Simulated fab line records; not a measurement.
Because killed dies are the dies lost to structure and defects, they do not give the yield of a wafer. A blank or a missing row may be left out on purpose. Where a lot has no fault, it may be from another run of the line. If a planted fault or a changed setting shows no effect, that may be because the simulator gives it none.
fab line records	flow gf180mcu
record: lots: 5	wafers: 23
route steps=602 shown CONTACT@311 M1@324 V1@337 V2@382 V3@433
startH: the number of hours between the record's first day and the start of the first shown wafer of the lot	waitH: how many hours have passed since the lot's step before this one	" identical to the entry in the row above	L1.1+2: one row covering several wafers at once	- either no value or no given start	* or withheld: withheld	< > ~ a bound
route shown NAME@n: names a module that has steps shown in the file, with the first one's number in the route	usual: mean and standard deviation over wafers with no fault	same: alike in all rows	chamber/n: place in a boat	sites: per-site readings	_std_site: standard deviation across them	_edge_site: outer sites' mean less inner sites'	radiusMm: for every site, how far away it sits from the centre of the wafer	mask NAME#n: copy n	behind: the last tool/chamber to shape the wafer	hold: cause of the lot's hold/its duration in hours/its outcome	device: the transistor (n, p or np) that didn't switch	end of line: the route-end tests of the same wafers	a step with no rows: only its recipe	killed: dies that structure and defects cost at the first sort, which is not the same as the wafer's yield	map: a wafer's dies, marking killed ones x, the rest . and places with no die _
set.NAME: the setting the step ran with; set.NAME@STEP: the setting that earlier step ran with	model.NAME: the simulator's own value behind a step, which no gauge read
lots run with intentionally changed settings; tables by step, rows by wafer
== steps ==
step: GF_CONTACT_CVD_24
recipe: material: W	targetThkNm: 300	timeS: 90.339	tempC: 400	pressureTorr: 40
lot.wafer	tool	chamber	startH	waitH	set.tempC	model.W_of_CONTACT_CVD_24.thkNm
L074.1	cvdW-01	0	364.50	0.0	400	297.6
L074.2	"	1	"	"	400	300.7
L074.3	"	1	"	"	400	296.1
L074.4	"	0	"	"	410.9	364.1
L074.5	"	0	"	"	410.9	358.9
L076.2	cvdW-01	0	380.15	0.0	400	307.5
L076.3	"	0	"	"	400	303.8
L076.6	"	1	"	"	400	303
L077.1	cvdW-02	0	399.29	0.0	400	302.6
L077.3	"	0	"	"	405.2	336.7
L077.4	"	1	"	"	405.2	334.7
L077.5	"	1	"	"	400	301.7
L077.6	"	0	"	"	405.2	334.1
L082.2	cvdW-02	1	450.05	0.0	400	298.1
L082.3	"	1	"	"	400	301.8
L082.4	"	0	"	"	400	303.7
L082.5	"	0	"	"	405.6	337.2
L082.6	"	1	"	"	405.6	332.9
L084.1	cvdW-02	0	460.89	0.0	400	299.2
L084.2	"	1	"	"	400	302.3
L084.3	"	1	"	"	393.6	269.8
L084.4	"	0	"	"	393.6	267.6
L084.5	"	1	"	"	393.6	266.1
step: GF_CONTACT_RS_MEAS_25
recipe: thkMeasGauge: four-point-probe	reads: W_of_CONTACT_CVD_24+TiN_of_CONTACT_SPUTTER_23+Ti_of_CONTACT_SPUTTER_22
usual: CONTACT_W_RS: 0.381/0.004
lot.wafer	tool	chamber	startH	waitH	set.tempC@CONTACT_CVD_24	CONTACT_W_RS[ohm/sq]
L074.1	filmMetro-04	-	364.60	0.1	400	0.387
L074.2	"	-	"	"	400	0.382
L074.3	"	-	"	"	400	0.387
L074.4	"	-	"	"	410.9	0.314
L074.5	"	-	"	"	410.9	0.319
L076.2	filmMetro-04	-	380.27	0.1	400	0.374
L076.3	"	-	"	"	400	0.378
L076.6	"	-	"	"	400	0.379
L077.1	filmMetro-01	-	399.39	0.1	400	0.379
L077.3	"	-	"	"	405.2	0.340
L077.4	"	-	"	"	405.2	0.343
L077.5	"	-	"	"	400	0.379
L077.6	"	-	"	"	405.2	0.343
L082.2	filmMetro-03	-	450.17	0.1	400	0.384
L082.3	"	-	"	"	400	0.379
L082.4	"	-	"	"	400	0.377
L082.5	"	-	"	"	405.6	0.340
L082.6	"	-	"	"	405.6	0.343
L084.1	filmMetro-03	-	460.99	0.1	400	0.382
L084.2	"	-	"	"	400	0.378
L084.3	"	-	"	"	393.6	0.424
L084.4	"	-	"	"	393.6	0.429
L084.5	"	-	"	"	393.6	0.431
step: GF_CONTACT_THK_MEAS_26
recipe: thkMeasGauge: xrf	reads: W_of_CONTACT_CVD_24
usual: CONTACT_W_THK: 293/3.9
lot.wafer	tool	chamber	startH	waitH	set.tempC@CONTACT_CVD_24	CONTACT_W_THK[nm]
L074.1	filmMetro-04	-	364.72	0.1	400	291
L074.2	"	-	"	"	400	295
L074.3	"	-	"	"	400	290
L074.4	"	-	"	"	410.9	356
L074.5	"	-	"	"	410.9	350
L076.2	filmMetro-04	-	380.38	0.1	400	302
L076.3	"	-	"	"	400	298
L076.6	"	-	"	"	400	296
L077.1	filmMetro-01	-	399.51	0.1	400	297
L077.3	"	-	"	"	405.2	329
L077.4	"	-	"	"	405.2	327
L077.5	"	-	"	"	400	294
L077.6	"	-	"	"	405.2	325
L082.2	filmMetro-03	-	450.28	0.1	400	288
L082.3	"	-	"	"	400	290
L082.4	"	-	"	"	400	293
L082.5	"	-	"	"	405.6	324
L082.6	"	-	"	"	405.6	321
L084.1	filmMetro-03	-	461.11	0.1	400	286
L084.2	"	-	"	"	400	289
L084.3	"	-	"	"	393.6	259
L084.4	"	-	"	"	393.6	257
L084.5	"	-	"	"	393.6	255
step: GF_M1_COAT_09
recipe: resist: KrF	spinRpm: withheld	resistThkNm: 1000
lot.wafer	tool	chamber	startH	waitH	set.resistThkNm	model.KrF_of_M1_COAT_09.thkNm
L074.1	lithoTrack-01	0	376.83	0.1	1000	1004
L074.2	"	0	"	"	1000	1001
L074.3	"	0	"	"	1049	1049
L074.4	"	0	"	"	1049	1045
L074.5	"	0	"	"	1000	998.5
L076.2+3	lithoTrack-01	0	392.70	0.1	1000	1003
L076.6	"	0	"	"	1000	1006
L077.1	lithoTrack-02	0	412.32	0.1	953.8	960.2
L077.3	"	0	"	"	1000	1006
L077.4	"	0	"	"	953.8	954.9
L077.5	"	0	"	"	1000	1005
L077.6	"	0	"	"	1000	1003
L082.2	lithoTrack-01	0	462.85	0.1	1029	1030
L082.3	"	0	"	"	1000	1004
L082.4	"	0	"	"	1029	1032
L082.5	"	0	"	"	1000	1001
L082.6	"	0	"	"	1029	1027
L084.1	lithoTrack-02	0	472.92	0.1	1000	1002
L084.2	"	0	"	"	973.2	978.4
L084.3	"	0	"	"	1000	1005
L084.4	"	0	"	"	973.2	976.8
L084.5	"	0	"	"	1000	1001
step: GF_M1_SOFTBAKE_10
recipe: tempC: 130	timeS: 60	resist: KrF
lot.wafer	tool	chamber	startH	waitH	set.tempC
L074.1+5	lithoTrack-01	0	376.98	0.1	130
L074.2+3+4	"	0	"	"	126.7
L076.2+3+6	lithoTrack-01	0	392.85	0.1	130
L077.1+3	lithoTrack-02	0	412.47	0.1	128
L077.4+5+6	"	0	"	"	130
L082.2+3+4+5+6	lithoTrack-01	0	463.00	0.1	130
L084.1+2+3+4+5	lithoTrack-02	0	473.07	0.1	130
step: GF_M1_EXPOSE_11
recipe: maskId: Metal1	targetCdNm: 230	na: 0.68	sourceShape: conventional	sigmaOuter: 0.6	doseMj: 28
step: GF_M1_PEB_12
recipe: pebTempC: 135	pebTimeS: 90	resist: KrF
step: GF_M1_METAL_ETCH_16
recipe: chemistry: Cl2/BCl3	maskMaterial: KrF	targetDepthNm: 627.5	stopOn: SiO2	pressureMtorr: 8	icpW: 800	biasW: 140	Cl2_flow_sccm: 80	bcl3FlowSccm: 40	timeS: 104.6
step: GF_M1_STRIP_17
recipe: chemistry: O2/N2	powerW: 1400	pressureMtorr: 1500	platenTempC: 250	o2FlowSccm: 3000	n2FlowSccm: 300	overashFraction: 0.5
usual: oesProductAu: 0.558/0.0046	stripTimeToEndpointS: 7.90/0.052
lot.wafer	tool	chamber	startH	waitH	set.resistThkNm@M1_COAT_09	oesProductAu	stripTimeToEndpointS
L074.1	plasmaAsher-01	1	389.84	0.1	1000	0.553	7.91
L074.2	"	0	"	"	1000	0.551	7.86
L074.3	"	0	"	"	1049	0.578	8.34
L074.4	"	1	"	"	1049	0.579	8.35
L074.5	"	0	"	"	1000	0.552	7.88
L076.2	plasmaAsher-03	1	405.24	0.1	1000	0.563	7.98
L076.3	"	0	"	"	1000	0.556	7.90
L076.6	"	1	"	"	1000	0.569	7.92
L077.1	plasmaAsher-03	0	425.24	0.1	953.8	0.532	7.48
L077.3	"	0	"	"	1000	0.564	7.99
L077.4	"	1	"	"	953.8	0.534	7.40
L077.5	"	1	"	"	1000	0.561	7.88
L077.6	"	0	"	"	1000	0.558	7.92
L082.2	plasmaAsher-01	0	475.85	0.1	1029	0.575	8.21
L082.3	"	1	"	"	1000	0.562	7.99
L082.4	"	0	"	"	1029	0.577	8.27
L082.5	"	0	"	"	1000	0.563	7.95
L082.6	"	1	"	"	1029	0.567	8.22
L084.1	plasmaAsher-03	1	485.19	0.1	1000	0.561	7.95
L084.2	"	0	"	"	973.2	0.547	7.63
L084.3	"	0	"	"	1000	0.559	7.94
L084.4	"	1	"	"	973.2	0.542	7.57
L084.5	"	0	"	"	1000	0.561	7.93
step: GF_V1_CVD_02
recipe: material: SiO2	targetThkNm: 850	precursor: TEOS	tempC: 400	timeS: 94.851	rfW: 600
lot.wafer	tool	chamber	startH	waitH	set.timeS	model.SiO2_of_V1_CVD_02.thkNm
L074.1	pecvd-03	1	390.60	0.1	94.851	840.2
L074.2	"	2	"	"	105.3	931.8
L074.3	"	0	"	"	105.3	925.4
L074.4	"	2	"	"	94.851	853
L074.5	"	0	"	"	105.3	936.6
L076.2	pecvd-03	1	405.90	0.0	94.851	840.4
L076.3	"	2	"	"	94.851	843.5
L076.6	"	0	"	"	94.851	851.3
L077.1	pecvd-01	1	425.91	0.1	83.42	750.4
L077.3	"	0	"	"	94.851	852.1
L077.4	"	2	"	"	83.42	747.3
L077.5	"	0	"	"	83.42	750.1
L077.6	"	1	"	"	94.851	869.4
L082.2	pecvd-02	1	476.59	0.0	94.851	843.8
L082.3	"	0	"	"	94.851	846.5
L082.4	"	1	"	"	94.851	852.6
L082.5	"	0	"	"	94.851	851.3
L082.6	"	2	"	"	94.851	857
L084.1	pecvd-02	2	485.87	0.1	108.5	974.3
L084.2	"	1	"	"	94.851	843.9
L084.3	"	0	"	"	94.851	840.7
L084.4	"	0	"	"	108.5	976.8
L084.5	"	2	"	"	94.851	861.7
step: GF_V1_THK_MEAS_03
recipe: reads: SiO2_of_V1_CVD_02
usual: V1_CVD_02_THK: 849/9.7
lot.wafer	tool	chamber	startH	waitH	set.timeS@V1_CVD_02	V1_CVD_02_THK[nm]
L074.1	filmMetro-01	-	390.67	0.0	94.851	840
L074.2	"	-	"	"	105.3	932
L074.3	"	-	"	"	105.3	925
L074.4	"	-	"	"	94.851	853
L074.5	"	-	"	"	105.3	937
L076.2	filmMetro-03	-	405.98	0.0	94.851	841
L076.3	"	-	"	"	94.851	843
L076.6	"	-	"	"	94.851	852
L077.1	filmMetro-03	-	425.98	0.0	83.42	749
L077.3	"	-	"	"	94.851	852
L077.4	"	-	"	"	83.42	747
L077.5	"	-	"	"	83.42	750
L077.6	"	-	"	"	94.851	870
L082.2	filmMetro-01	-	476.67	0.0	94.851	843
L082.3	"	-	"	"	94.851	846
L082.4	"	-	"	"	94.851	853
L082.5	"	-	"	"	94.851	851
L082.6	"	-	"	"	94.851	857
L084.1	filmMetro-03	-	485.94	0.0	108.5	975
L084.2	"	-	"	"	94.851	844
L084.3	"	-	"	"	94.851	841
L084.4	"	-	"	"	108.5	976
L084.5	"	-	"	"	94.851	862
step: GF_V1_CMP_04
recipe: material: SiO2	downForcePsi: 4	platenRpm: 60	padVelocityMS: 0.94248
usual: timeToEndpointS: 79/5
lot.wafer	tool	chamber	startH	waitH	set.timeS@V1_CVD_02	timeToEndpointS
L074.1	cmp-01	0	390.93	0.3	94.851	72
L074.4	"	1	"	"	94.851	79
L074.2	"	2	"	"	105.3	104
L074.3	"	3	"	"	105.3	112
L074.5	"	0	"	"	105.3	109
L076.3	cmp-02	0	406.14	0.1	94.851	75
L076.2	"	1	"	"	94.851	76
L076.6	"	3	"	"	94.851	84
L077.3	cmp-02	2	426.04	0.0	94.851	83
L077.4	"	0	"	"	83.42	44
L077.1	"	1	"	"	83.42	45
L077.5	"	2	"	"	83.42	44
L077.6	"	3	"	"	94.851	91
L082.3	cmp-01	3	476.72	0.0	94.851	84
L082.4	"	0	"	"	94.851	78
L082.2	"	1	"	"	94.851	76
L082.6	"	3	"	"	94.851	89
L082.5	"	0	"	"	94.851	77
L084.2	cmp-01	0	486.00	0.0	94.851	76
L084.1	"	1	"	"	108.5	123
L084.3	"	2	"	"	94.851	71
L084.4	"	3	"	"	108.5	127
L084.5	"	1	"	"	94.851	82
step: GF_V1_SPUTTER_22
recipe: material: TiN	targetThkNm: 10	chamberPressurePa: 5	powerW: 4000	timeS: 40
lot.wafer	tool	chamber	startH	waitH	set.powerW	model.TiN_of_V1_SPUTTER_22.thkNm
L074.1	pvdSputter-03	-	417.11	0.0	3753	9.446
L074.2	"	-	"	"	4000	10.2
L074.3	"	-	"	"	3753	9.505
L074.4	"	-	"	"	4000	9.979
L074.5	"	-	"	"	3753	9.455
L076.2	pvdSputter-04	-	432.19	0.0	4000	9.702
L076.3	"	-	"	"	4000	10.01
L076.6	"	-	"	"	4000	9.961
L077.1	pvdSputter-01	-	451.51	0.0	3620	8.934
L077.3	"	-	"	"	4000	10.04
L077.4	"	-	"	"	4000	10.06
L077.5	"	-	"	"	3620	9.206
L077.6	"	-	"	"	3620	9.016
L082.2	pvdSputter-01	-	501.75	0.0	4000	9.788
L082.3	"	-	"	"	4355	10.94
L082.4	"	-	"	"	4355	10.84
L082.5	"	-	"	"	4000	10.01
L082.6	"	-	"	"	4355	10.7
L084.1	pvdSputter-04	-	510.90	0.0	4000	9.909
L084.2+5	"	-	"	"	4000	9.965
L084.3	"	-	"	"	4265	10.54
L084.4	"	-	"	"	4265	10.68
step: GF_V2_CVD_00
recipe: material: SiO2	targetThkNm: 600	sigmaOpenFrac: 0.3	tempC: 400	timeS: 100	sih4FlowSccm: 60	pressureMtorr: 6
lot.wafer	tool	chamber	startH	waitH	set.sih4FlowSccm	model.SiO2_of_V2_CVD_00.thkNm
L074.1	hdpcvd-02	0	443.67	0.0	55.53	566.6
L074.2	"	2	"	"	60	605.5
L074.3	"	1	"	"	60	605.2
L074.4	"	1	"	"	60	604.1
L074.5	"	2	"	"	55.53	557.7
L076.2	hdpcvd-02	0	458.54	0.0	60	612.8
L076.3	"	2	"	"	60	607.5
L076.6	"	0	"	"	60	612.2
L077.1	hdpcvd-01	1	477.29	0.0	60	598.4
L077.3	"	2	"	"	66.27	668.4
L077.4	"	1	"	"	66.27	667.7
L077.5	"	0	"	"	60	609.1
L077.6	"	2	"	"	66.27	663.3
L082.2	hdpcvd-02	2	526.38	0.0	60	605.9
L082.3	"	0	"	"	60	598
L082.4	"	1	"	"	60	607.4
L082.5	"	2	"	"	60	602.8
L082.6	"	0	"	"	60	594.8
L084.1	hdpcvd-02	2	534.74	0.0	60	606.6
L084.2	"	1	"	"	60	603.3
L084.3	"	0	"	"	60	593.1
L084.4	"	1	"	"	60	596.6
L084.5	"	2	"	"	60	602.3
step: GF_V2_THK_MEAS_01
recipe: reads: SiO2_of_V2_CVD_00
usual: V2_CVD_00_THK: 603/5.4
lot.wafer	tool	chamber	startH	waitH	set.sih4FlowSccm@V2_CVD_00	V2_CVD_00_THK[nm]
L074.1	filmMetro-03	-	443.74	0.0	55.53	567
L074.2	"	-	"	"	60	605
L074.3	"	-	"	"	60	605
L074.4	"	-	"	"	60	604
L074.5	"	-	"	"	55.53	558
L076.2	filmMetro-01	-	458.62	0.0	60	613
L076.3	"	-	"	"	60	608
L076.6	"	-	"	"	60	612
L077.1	filmMetro-03	-	477.36	0.0	60	598
L077.3	"	-	"	"	66.27	669
L077.4	"	-	"	"	66.27	668
L077.5	"	-	"	"	60	610
L077.6	"	-	"	"	66.27	663
L082.2	filmMetro-01	-	526.47	0.0	60	606
L082.3	"	-	"	"	60	598
L082.4	"	-	"	"	60	607
L082.5	"	-	"	"	60	603
L082.6	"	-	"	"	60	595
L084.1	filmMetro-04	-	534.82	0.0	60	607
L084.2	"	-	"	"	60	603
L084.3	"	-	"	"	60	593
L084.4	"	-	"	"	60	596
L084.5	"	-	"	"	60	602
step: GF_V2_PEB_12
recipe: pebTempC: 135	pebTimeS: 90	resist: KrF
lot.wafer	tool	chamber	startH	waitH	set.pebTempC
L074.1+2+5	lithoTrack-01	0	-	-	135
L074.3+4	"	0	"	"	136.4
L076.2+3+6	lithoTrack-03	0	-	-	135
L077.1+4+5	lithoTrack-04	0	-	-	135
L077.3+6	"	0	"	"	137.3
L082.2+3+5	lithoTrack-04	0	-	-	135
L082.4+6	"	0	"	"	133.7
L084.1+2	lithoTrack-04	0	-	-	135
L084.3+4+5	"	0	"	"	138.1
step: GF_V2_DEVELOP_13
recipe: developTimeS: 60	resist: KrF	devTempC: 21
step: GF_V2_CD_MEAS_14
recipe: targetCdNm: 260
usual: cdNm: 260.3/1.4
lot.wafer	tool	chamber	startH	waitH	set.pebTempC@V2_PEB_12	cdNm
L074.1	cdSem-02	-	468.63	0.1	135	260.5
L074.2	"	-	"	"	135	261.9
L074.3	"	-	"	"	136.4	264.8
L074.4	"	-	"	"	136.4	263.6
L074.5	"	-	"	"	135	261.1
L076.2	cdSem-02	-	482.80	0.1	135	260.2
L076.3	"	-	"	"	135	260.4
L076.6	"	-	"	"	135	261.4
L077.1	cdSem-02	-	501.06	0.1	135	259.9
L077.3	"	-	"	"	137.3	266.1
L077.4	"	-	"	"	135	259.9
L077.5	"	-	"	"	135	259.1
L077.6	"	-	"	"	137.3	265.4
L082.2	cdSem-01	-	548.93	0.1	135	260.1
L082.3	"	-	"	"	135	260.4
L082.4	"	-	"	"	133.7	256.8
L082.5	"	-	"	"	135	261.0
L082.6	"	-	"	"	133.7	256.4
L084.1	cdSem-01	-	557.41	0.1	135	262.5
L084.2	"	-	"	"	135	261.8
L084.3	"	-	"	"	138.1	268.8
L084.4	"	-	"	"	138.1	268.1
L084.5	"	-	"	"	138.1	268.2
step: GF_V2_ETCH_16
recipe: chemistry: N2/H2	targetDepthA: withheld	overetchA: withheld	timeS: withheld	target: BARC	ionEnergyEv: 200	sourceW: 500	biasW: 100	pressureMtorr: 30	n2FlowSccm: 100	h2FlowSccm: 200
lot.wafer	tool	chamber	startH	waitH	set.pebTempC@V2_PEB_12	model.V2.cdNm
L074.1	rieDiel-01	0	468.78	0.0	135	261.6
L074.2	"	2	"	"	135	261.3
L074.3	"	1	"	"	136.4	265.1
L074.4	"	3	"	"	136.4	264.7
L074.5	"	1	"	"	135	262.1
L076.2	rieDiel-02	1	482.93	0.0	135	259.9
L076.3	"	2	"	"	135	261.2
L076.6	"	2	"	"	135	261.3
L077.1	rieDiel-04	2	501.21	0.0	135	259.3
L077.3	"	3	"	"	137.3	267.2
L077.4	"	0	"	"	135	260
L077.5	"	0	"	"	135	259.6
L077.6	"	3	"	"	137.3	266
L082.2	rieDiel-01	1	549.06	0.0	135	261.2
L082.3	"	3	"	"	135	261.3
L082.4	"	2	"	"	133.7	255.9
L082.5	"	1	"	"	135	262.3
L082.6	"	0	"	"	133.7	256.9
L084.1	rieDiel-02	3	557.56	0.0	135	262.7
L084.2	"	0	"	"	135	262
L084.3	"	1	"	"	138.1	268.9
L084.4	"	2	"	"	138.1	268.7
L084.5	"	1	"	"	138.1	267.8
step: GF_V2_ETCH_17
recipe: chemistry: C4F8/O2/Ar	maskMaterial: KrF	target: SiO2	stopOn: TiN	sourceW: 1500	biasW: 1200	pressureMtorr: 40	c4f8FlowSccm: withheld	O2_flow_sccm: 6	Ar_flow_sccm: 300	timeS: withheld	targetDepthA: 6300
lot.wafer	tool	chamber	startH	waitH	set.biasW	set.pebTempC@V2_PEB_12	model.V2.cdNm
L074.1	rieDiel-01	0	-	-	1200	135	261.2
L074.2	"	2	"	"	1271	135	260.9
L074.3	"	1	"	"	1271	136.4	265
L074.4	"	3	"	"	1200	136.4	264.1
L074.5	"	1	"	"	1200	135	262.3
L076.2	rieDiel-02	1	-	-	1200	135	260
L076.3	"	2	"	"	1200	135	260.8
L076.6	"	2	"	"	1200	135	261.4
L077.1	rieDiel-04	2	-	-	1087	135	259.4
L077.3	"	3	"	"	1200	137.3	267.5
L077.4	"	0	"	"	1087	135	259.1
L077.5	"	0	"	"	1200	135	259.2
L077.6	"	3	"	"	1200	137.3	266.4
L082.2	rieDiel-01	1	-	-	1200	135	261.1
L082.3	"	3	"	"	1131	135	261.2
L082.4	"	2	"	"	1200	133.7	255.8
L082.5	"	1	"	"	1131	135	262
L082.6	"	0	"	"	1131	133.7	256.4
L084.1	rieDiel-02	3	-	-	1092	135	262.3
L084.2	"	0	"	"	1200	135	262.2
L084.3	"	1	"	"	1092	138.1	269
L084.4	"	2	"	"	1092	138.1	268.5
L084.5	"	1	"	"	1200	138.1	267.7
step: GF_V2_CMP_26
recipe: stopOn: SiO2	downForcePsi: 3.5	platenRpm: 60	tOverpolishS: 15	targetThkNm: 0	padVelocityMS: 0.94248
usual: overpolishRunS: 15.000/0.0091
lot.wafer	tool	chamber	startH	waitH	set.tOverpolishS	overpolishRunS
L074.1	cmp-01	2	469.84	0.1	15	14.988
L074.2	"	3	"	"	18.21	18.206
L074.3	"	0	"	"	15	15.002
L074.4	"	1	"	"	15	14.997
L074.5	"	2	"	"	18.21	18.221
L076.2	cmp-02	0	483.99	0.0	15	15.005
L076.3	"	3	"	"	15	15.000
L076.6	"	0	"	"	15	14.983
L077.3	cmp-02	2	502.38	0.1	18.17	18.185
L077.1	"	3	"	"	15	15.004
L077.4	"	0	"	"	18.17	18.166
L077.6	"	2	"	"	15	14.987
L077.5	"	3	"	"	18.17	18.163
L082.3	cmp-01	2	550.14	0.0	15	15.005
L082.2	"	3	"	"	15	14.992
L082.4	"	1	"	"	15	15.000
L082.5	"	2	"	"	18.37	18.377
L082.6	"	3	"	"	18.37	18.366
L084.1	cmp-02	0	558.62	0.1	19.12	19.131
L084.3	"	1	"	"	15	15.012
L084.4	"	2	"	"	19.12	19.128
L084.2	"	3	"	"	15	15.012
L084.5	"	1	"	"	19.12	19.126
step: GF_V3_CMP_04
recipe: material: SiO2	downForcePsi: 4	platenRpm: 60	padVelocityMS: 0.94248
lot.wafer	tool	chamber	startH	waitH	set.leaveAboveRefNm	model.SiO2_of_V3_CVD_02.thkNm
L074.1	cmp-02	0	495.37	0.1	594.6	595.9
L074.2	"	1	"	"	594.6	596.1
L074.4	"	2	"	"	632.5	634.7
L074.3	"	3	"	"	594.6	595.8
L074.5	"	1	"	"	632.5	633.8
L076.2	cmp-01	1	509.09	0.1	632.5	633.1
L076.3	"	3	"	"	632.5	632.9
L076.6	"	0	"	"	632.5	631.8
L077.4	cmp-01	3	526.16	0.0	632.5	633.9
L077.3	"	0	"	"	632.5	632.5
L077.1	"	2	"	"	632.5	631.1
L077.6	"	3	"	"	632.5	633.4
L077.5	"	0	"	"	632.5	632
L082.2	cmp-02	2	573.39	0.1	651.2	651
L082.4	"	3	"	"	632.5	633
L082.3	"	1	"	"	651.2	652.8
L082.6	"	2	"	"	651.2	651.1
L082.5	"	3	"	"	632.5	633.8
L084.3	cmp-02	0	584.68	3.0	591.6	591.6
L084.2	"	1	"	"	591.6	592.4
L084.4	"	2	"	"	632.5	633.3
L084.1	"	3	"	"	632.5	635.8
L084.5	"	1	"	"	591.6	593
== key ==
split: step: GF_CONTACT_CVD_24	setting: tempC	stated: 400	by: wafer
response: step: GF_CONTACT_CVD_24	reading: model.W_of_CONTACT_CVD_24.thkNm	change: +23.1	per: 1%	r: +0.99
response: step: GF_CONTACT_RS_MEAS_25	reading: CONTACT_W_RS	change: -0.0269	per: 1%	r: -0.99
response: step: GF_CONTACT_THK_MEAS_26	reading: CONTACT_W_THK	change: +22	per: 1%	r: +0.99
split: step: GF_M1_COAT_09	setting: resistThkNm	stated: 1000	by: wafer
response: step: GF_M1_COAT_09	reading: model.KrF_of_M1_COAT_09.thkNm	change: +9.69	per: 1%	r: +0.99
response: step: GF_M1_STRIP_17	reading: oesProductAu	change: +0.00548	per: 1%	r: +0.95
response: step: GF_M1_STRIP_17	reading: stripTimeToEndpointS	change: *	per: 1%	r: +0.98
split: step: GF_M1_SOFTBAKE_10	setting: tempC	stated: 130	by: wafer
response none clear
split: step: GF_V1_CVD_02	setting: timeS	stated: 94.851	by: wafer
response: step: GF_V1_CVD_02	reading: model.SiO2_of_V1_CVD_02.thkNm	change: +8.66	per: 1%	r: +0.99
response: step: GF_V1_THK_MEAS_03	reading: V1_CVD_02_THK	change: +8.67	per: 1%	r: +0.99
response: step: GF_V1_CMP_04	reading: timeToEndpointS	change: *	per: 1%	r: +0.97
split: step: GF_V1_SPUTTER_22	setting: powerW	stated: 4000	by: wafer
response: step: GF_V1_SPUTTER_22	reading: model.TiN_of_V1_SPUTTER_22.thkNm	change: +0.103	per: 1%	r: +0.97
split: step: GF_V2_CVD_00	setting: sih4FlowSccm	stated: 60	by: wafer
response: step: GF_V2_CVD_00	reading: model.SiO2_of_V2_CVD_00.thkNm	change: +5.91	per: 1%	r: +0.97
response: step: GF_V2_THK_MEAS_01	reading: V2_CVD_00_THK	change: +5.92	per: 1%	r: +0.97
split: step: GF_V2_PEB_12	setting: pebTempC	stated: 135	by: wafer
response: step: GF_V2_CD_MEAS_14	reading: cdNm	change: +3.1	per: 1%	r: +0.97
response: step: GF_V2_ETCH_16	reading: model.V2.cdNm	change: +3.36	per: 1%	r: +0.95
response: step: GF_V2_ETCH_17	reading: model.V2.cdNm	change: +3.51	per: 1%	r: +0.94
split: step: GF_V2_ETCH_17	setting: biasW	stated: 1200	by: wafer
response none clear
split: step: GF_V2_CMP_26	setting: tOverpolishS	stated: 15	by: wafer
response: step: GF_V2_CMP_26	reading: overpolishRunS	change: +0.15	per: 1%	r: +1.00
split: step: GF_V3_CMP_04	setting: leaveAboveRefNm	stated: 632.5	by: wafer
response: step: GF_V3_CMP_04	reading: model.SiO2_of_V3_CVD_02.thkNm	change: +6.44	per: 1%	r: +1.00
